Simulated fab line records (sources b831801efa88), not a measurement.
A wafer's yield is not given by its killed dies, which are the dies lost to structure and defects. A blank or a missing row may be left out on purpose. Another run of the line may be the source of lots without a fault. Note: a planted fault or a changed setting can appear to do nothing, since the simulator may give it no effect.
Struck lot and sound lot, side by side :: flow sky130 :: 44 steps out of a route of 708
Sound: the wafers L367.1, L367.5, L367.6. Struck: wafer L370.2 (L370.4, L370.5, from the same lot, were not struck and are left out); the cause is given at the end.
At each step with rows: each side's tool, then ch and its chambers, then its first start. Under that, the readings that differ: sound wafers :: struck wafers :: difference of the means :: sigmas: that difference in standard deviations of wafers without a fault.
alike: words and numbers the same on both sides, and readings whose means are apart by under 2 such deviations; not compared: readings that were withheld, readings missing a value for some wafer, numbers with overlapping values and no deviation given by the record, and bounds like >300 which may hide the same value.
The two part at a step that has a row with sigmas, a row that says differs or no value, or rows on one side only. Numbers that have no deviation but don't overlap get no sigmas and don't part them. A reading that every wafer of one side lacks parts them only if that side has two wafers or more.

first, 4 steps without rows for these wafers: SKY_VIA4_STRIP_14 (strips in post etch residue remover, time 1200 s); SKY_VIA4_CLEAN_15 (cleans in IPA, time 180 s); SKY_VIA4_CLEAN_16 (cleans in O3/DIW); SKY_VIA4_SPUTTER_17 (material TiN, target thk 20 nm, time 80 s).
SKY_VIA4_CVD_18: deposits W, target thk 505 nm, time 152.14 s.
  sound on cvd w-02 ch 0,1, day 46 19:27; struck on cvd w-01 ch 1, day 47 15:38
  alike: chamber pressure Torr, heater power w
  not compared: since wet clean h
SKY_VIA4_RS_MEAS_19: measurement is done with a four-point probe.
  struck on film metro-04, day 47 15:48; sound on film metro-01, day 46 19:36
  alike: VIA4_W_RS
SKY_VIA4_THK_MEAS_20: measures by xrf.
  struck on film metro-04, day 47 15:55; sound on film metro-01, day 46 19:43
  alike: VIA4_W_THK
SKY_VIA4_CMP_21: polishes, stops on SiO2, t overpolish 25 s, target thk 0 nm.
  sound on cmp-02 ch 1,2,3, day 46 19:55; struck on cmp-01 ch 3, day 47 16:04
reading: retaining ring pressure frac
sound: 0.994 0.992 0.998
struck: 1.008
difference: +0.013
sigmas: +3
  alike: motor current A, overpolish run s, platen rpm, time to endpoint s
SKY_METAL5_SPUTTER_00: material Ti, target thk 15 nm, time 10 s.
  struck on pvd sputter-01, day 47 16:16; sound on pvd sputter-01, day 46 20:07
  alike: throttle valve pct
SKY_METAL5_SPUTTER_01: material TiN, target thk 20 nm, time 16.7 s.
  struck on pvd sputter-01, day 47 16:17; sound on pvd sputter-01, day 46 20:08
  alike: throttle valve pct
SKY_METAL5_SPUTTER_02: material AlCu, target thk 1150 nm, time 61.2 s.
  struck on pvd sputter-01, day 47 16:19; sound on pvd sputter-01, day 46 20:10
  alike: throttle valve pct
then, 1 step without rows for these wafers: SKY_METAL5_SPUTTER_03 (material Ti, target thk 5 nm, time 3.3 s).
SKY_METAL5_SPUTTER_04: material TiN, target thk 70 nm, time 58.3 s.
  struck on pvd sputter-01, day 47 16:23; sound on pvd sputter-01, day 46 20:14
reading: model.TiN_of_METAL5_SPUTTER_04.thk nm (nm)
sound: 69.69 71.18 71.04
struck: 57.52
difference: -13.12
sigmas: 
  alike: throttle valve pct
SKY_METAL5_RS_MEAS_05: measurement is done with a four-point probe.
  struck on film metro-03, day 47 16:27; sound on film metro-03, day 46 20:17
  alike: METAL5_ALCU_RS
SKY_METAL5_THK_MEAS_06: measures by xrf.
  struck on film metro-03, day 47 16:34; sound on film metro-03, day 46 20:24
reading: METAL5_ALCU_THK (nm)
sound: 1122 1133 1123
struck: 1172
difference: +46
sigmas: +4
then, 10 steps without rows for these wafers: SKY_METAL5_DEHYDRATE_07 (time 60 s); SKY_METAL5_HMDS_08 (prime time 60 s); SKY_METAL5_COAT_09 (resist thk 1800 nm); SKY_METAL5_SOFTBAKE_10 (time 60 s); SKY_METAL5_EXPOSE_11 (exposes mask MM5, target cd 1600 nm); SKY_METAL5_PEB_12; SKY_METAL5_DEVELOP_13 (develop time 60 s); SKY_METAL5_DESCUM_14 (chemistry O2, time 11 s); SKY_METAL5_METAL_ETCH_15 (etches the open film in Cl2/BCl3, stops on SiO2, target depth 1260 nm, time 252 s); SKY_METAL5_STRIP_16 (strips in O2/N2).
SKY_METAL5_STRIP_17: strips in post etch residue remover, time 1200 s.
  sound on wet bench-02 ch 2, day 47 17:34; struck on wet bench-01 ch 1, day 48 12:28
reading: model.TiN_of_METAL5_SPUTTER_04.thk nm (nm)
sound: 69.26 70.75 70.61
struck: 57.1
difference: -13.1
sigmas: 
then, 3 steps without rows for these wafers: SKY_METAL5_CLEAN_18 (cleans in IPA, time 180 s); SKY_METAL5_CLEAN_19 (cleans in O3/DIW); SKY_PASSIVATION_CVD_00 (deposits SiO2, target thk 90 nm).
SKY_PASSIVATION_THK_MEAS_01:
  struck on film metro-02, day 48 13:01; sound on film metro-03, day 47 18:05
  alike: PASSIVATION_CVD_00_THK
then, 1 step without rows for these wafers: SKY_PASSIVATION_CVD_02 (deposits Si3N4, target thk 540 nm).
SKY_PASSIVATION_THK_MEAS_03:
  struck on film metro-03, day 48 13:18; sound on film metro-02, day 47 18:22
reading: PASSIVATION_CVD_02_THK (nm)
sound: 540 546 552
struck: 529
difference: -17
sigmas: -3
then, 7 steps without rows for these wafers: SKY_PASSIVATION_DEHYDRATE_04 (time 60 s); SKY_PASSIVATION_HMDS_05 (prime time 60 s); SKY_PASSIVATION_COAT_06 (resist thk 3000 nm); SKY_PASSIVATION_SOFTBAKE_07; SKY_PASSIVATION_EXPOSE_08 (exposes mask NSM, target cd 3000 nm); SKY_PASSIVATION_PEB_09; SKY_PASSIVATION_DEVELOP_10 (develop time 60 s).
SKY_PASSIVATION_ETCH_11: etches the open film in CF4/O2, stops on AlCu, target depth 725 nm, time 161.1 s.
  sound on rie diel-02 ch 0,3, day 48 13:35; struck on rie diel-03 ch 0, day 49 06:44
reading: oes product au (a.u.)
sound: 0.975 0.985 0.982
struck: 0.958
difference: -0.023
sigmas: -3

reading: model.PASSIVATION.feature depth nm (nm)
sound: 702.8 711.7 714.1
struck: 680.7
difference: -28.8
sigmas: 
  alike: cf4 flow sccm, drypump motor current A, throttle valve pct
  not compared: rf hours counter h
then, 2 steps without rows for these wafers: SKY_PASSIVATION_STRIP_12 (strips in O2/N2); SKY_PAD_OPEN_DEHYDRATE_00 (time 60 s).
SKY_PAD_OPEN_ETCH_07: etches the open film in CF4/O2, stops on AlCu, target depth 725 nm, time 161.1 s.
  sound on rie diel-04 ch 0,2,3, day 49 07:04; struck on rie diel-01 ch 3, day 50 00:13
reading: oes product au (a.u.)
sound: 0.972 0.991 0.992
struck: 0.953
difference: -0.032
sigmas: -4

reading: model.PAD_OPEN.feature depth nm (nm)
sound: 702.8 711.7 719.4
struck: 680.7
difference: -30.6
sigmas: 
  alike: cf4 flow sccm, drypump motor current A, throttle valve pct
  not compared: rf hours counter h
then, 1 step without rows for these wafers: SKY_PAD_OPEN_PROBE_99.

## WHERE THEY PART
At SKY_VIA4_CMP_21 first; at SKY_PAD_OPEN_ETCH_07 last (within this record only).

WHY: what the simulator had put in
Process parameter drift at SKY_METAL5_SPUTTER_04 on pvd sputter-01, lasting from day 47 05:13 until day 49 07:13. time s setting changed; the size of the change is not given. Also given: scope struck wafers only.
